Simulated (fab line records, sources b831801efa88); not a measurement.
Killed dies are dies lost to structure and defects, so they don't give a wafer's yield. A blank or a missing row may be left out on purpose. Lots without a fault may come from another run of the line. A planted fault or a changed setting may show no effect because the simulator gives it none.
Chamber matching | flow gf180mcu | GF_V2_CVD_02 on pecvd-04: 3 sister chambers
The step deposits SiO2 from TEOS, target thk 850 nm, time 94.851 s. 3 wafers are shown with their chamber, then 8 later ones without.

WAFERS WITH THEIR CHAMBER
wafer  | chamber | heater_power_w (W)
L085.6 | 1       | 770
L086.5 | 2       | 716
L091.3 | 0       | 604

WAFERS WITHOUT THEIR CHAMBER
wafer  | heater_power_w (W)
L091.4 | 717
L091.6 | 696
L092.1 | 798
L092.2 | 546
L092.3 | 705
L092.4 | 593
L092.5 | 659
L092.6 | 590

WHICH CHAMBER EACH WENT THROUGH
wafer  | from the rows above          | in truth
L091.4 | can't be placed: 2 or 1      | 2
L091.6 | can't be placed: 2 or 1      | 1
L092.1 | can't be placed: 1 or 2      | 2
L092.2 | 0                            | 0
L092.3 | can't be placed: 2 or 1      | 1
L092.4 | 0                            | 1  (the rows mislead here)
L092.5 | can't be placed: 0 or 2 or 1 | 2
L092.6 | 0                            | 0
Placed correctly: 2 of 8. Can't be placed from these rows: 5 (the true chamber is among the candidates in 5). Placed wrongly: 1.
How it was worked out, from the rows above alone: a wafer's distance from a chamber is the root of the sum, over the readings, of the square of ((its reading less the chamber's mean) divided by the reading's scatter). The wafer belongs to the nearest chamber; if the next one is less than 2 further off, it can't be placed. A chamber's mean is the mean of its shown wafers. The scatter: with one shown wafer a chamber, the root of the mean of the squares of how far each hidden wafer lies from its nearest shown one.
